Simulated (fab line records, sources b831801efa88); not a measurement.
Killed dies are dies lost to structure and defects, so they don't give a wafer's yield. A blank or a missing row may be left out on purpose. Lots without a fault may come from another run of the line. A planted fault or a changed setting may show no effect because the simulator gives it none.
Tool commonality check | flow gf180mcu | 10 lots, 30 wafers sampled

WHY IT WAS OPENED
At GF_M4_RS_MEAS_05 the reading M4_ALCU_RS is flagged on 2 of 10 lots. Wafers without a fault read 0.0697 ohm/sq, standard deviation 0.00063.
Rule: a lot is flagged when every wafer of it that has a number lies more than 4 standard deviations from that mean, or none has a number. The other lots count as sound.

lot  | measured     | on            | M4_ALCU_RS (ohm/sq), wafer by wafer | flag
L795 | day 25 14:08 | film_metro-01 | 0.0699 0.0691 0.0697                |
L796 | day 25 20:51 | film_metro-04 | 0.0695 0.0687 0.0687                |
L798 | day 26 08:16 | film_metro-04 | 0.0699 0.0688 0.0697                |
L799 | day 26 16:30 | film_metro-03 | 0.1216 0.1222 0.1214                | FLAGGED
L800 | day 26 22:29 | film_metro-03 | 0.1210 0.1220 0.1223                | FLAGGED
L804 | day 27 21:19 | film_metro-03 | 0.0707 0.0696 0.0694                |
L805 | day 28 04:49 | film_metro-01 | 0.0699 0.0705 0.0690                |
L808 | day 28 20:55 | film_metro-04 | 0.0692 0.0696 0.0694                |
L810 | day 29 09:14 | film_metro-04 | 0.0688 0.0691 0.0679                |
L811 | day 29 15:41 | film_metro-04 | 0.0707 0.0691 0.0705                |
The numbers of the flagged lots are 0.1217 ohm/sq on average: +0.0520 ohm/sq against the usual, or +83 standard deviations.

WHICH TOOL RAN EACH LOT
The record holds 3 process steps before the reading, out of a route of 602 steps. In each cell: the tool, then ch and the chambers that the sampled wafers went through, then the start.
lot  | flag    | GF_V3_CMP_26                  | GF_M4_SPUTTER_00             | GF_M4_SPUTTER_02
L795 |         | cmp-02 ch 1,2,3, day 25 13:37 | pvd_sputter-02, day 25 13:55 | pvd_sputter-02, day 25 14:02
L796 |         | cmp-02 ch 0,1,3, day 25 20:28 | pvd_sputter-02, day 25 20:37 | pvd_sputter-02, day 25 20:44
L798 |         | cmp-02 ch 0,3, day 26 07:45   | pvd_sputter-03, day 26 08:03 | pvd_sputter-03, day 26 08:11
L799 | FLAGGED | cmp-01 ch 0,1,2, day 26 16:02 | pvd_sputter-02, day 26 16:17 | pvd_sputter-02, day 26 16:25
L800 | FLAGGED | cmp-02 ch 2,3, day 26 21:59   | pvd_sputter-02, day 26 22:14 | pvd_sputter-02, day 26 22:22
L804 |         | cmp-01 ch 0,1,2, day 27 20:51 | pvd_sputter-01, day 27 21:06 | pvd_sputter-01, day 27 21:14
L805 |         | cmp-01 ch 0,2,3, day 28 04:19 | pvd_sputter-03, day 28 04:34 | pvd_sputter-03, day 28 04:41
L808 |         | cmp-02 ch 0,1,2, day 28 20:26 | pvd_sputter-03, day 28 20:38 | pvd_sputter-03, day 28 20:46
L810 |         | cmp-01 ch 1,2,3, day 29 08:40 | pvd_sputter-03, day 29 08:58 | pvd_sputter-03, day 29 09:06
L811 |         | cmp-02 ch 0,2, day 29 15:09   | pvd_sputter-03, day 29 15:27 | pvd_sputter-03, day 29 15:35
What these steps do:
- GF_V3_CMP_26: polishes, stops on SiO2, t overpolish 15 s, target thk 0 nm.
- GF_M4_SPUTTER_00: material Ti, target thk 37.5 nm, time 150 s.
- GF_M4_SPUTTER_02: material AlCu, target thk 450 nm, time 23.9 s.
- GF_M4_RS_MEAS_05: measures by four-point-probe.

FLAGGED OVER TOTAL, TOOL BY TOOL (the gauges that took the reading come last)
step             | tool           | lots run | flagged | share of the flagged lots | sound lots run after its first flagged lot
GF_V3_CMP_26     | cmp-01         | 4        | 1       | some                      | 3 (L804,L805,L810)
GF_V3_CMP_26     | cmp-02         | 6        | 1       | some                      | 2 (L808,L811)
GF_M4_SPUTTER_00 | pvd_sputter-01 | 1        | 0       | none                      | -
GF_M4_SPUTTER_00 | pvd_sputter-02 | 4        | 2       | all                       | 0
GF_M4_SPUTTER_00 | pvd_sputter-03 | 5        | 0       | none                      | -
GF_M4_SPUTTER_02 | pvd_sputter-01 | 1        | 0       | none                      | -
GF_M4_SPUTTER_02 | pvd_sputter-02 | 4        | 2       | all                       | 0
GF_M4_SPUTTER_02 | pvd_sputter-03 | 5        | 0       | none                      | -
GF_M4_RS_MEAS_05 | film_metro-01  | 2        | 0       | none                      | -
GF_M4_RS_MEAS_05 | film_metro-03  | 3        | 2       | all                       | 1 (L804)
GF_M4_RS_MEAS_05 | film_metro-04  | 5        | 0       | none                      | -

WHAT THE TABLE ALLOWS
3 rows of the table ran every flagged lot: pvd_sputter-02 at GF_M4_SPUTTER_00, pvd_sputter-02 at GF_M4_SPUTTER_02, film_metro-03 at GF_M4_RS_MEAS_05.
- pvd_sputter-02 at GF_M4_SPUTTER_00: 2 of its 4 lots flagged. Its last sound lot is L796 (day 25 20:37), its first flagged lot L799 (day 26 16:17): a fault that began between those two fits.
- pvd_sputter-02 at GF_M4_SPUTTER_02: 2 of its 4 lots flagged. Its last sound lot is L796 (day 25 20:44), its first flagged lot L799 (day 26 16:25): a fault that began between those two fits.
- film_metro-03 at GF_M4_RS_MEAS_05: 2 of its 3 lots flagged. Sound lots ran on it after the first flagged one (L804), which a lasting fault on the whole tool wouldn't allow.
One tool is left: pvd_sputter-02 at GF_M4_SPUTTER_00 and GF_M4_SPUTTER_02.

WHAT THE SIMULATOR HAD PUT IN
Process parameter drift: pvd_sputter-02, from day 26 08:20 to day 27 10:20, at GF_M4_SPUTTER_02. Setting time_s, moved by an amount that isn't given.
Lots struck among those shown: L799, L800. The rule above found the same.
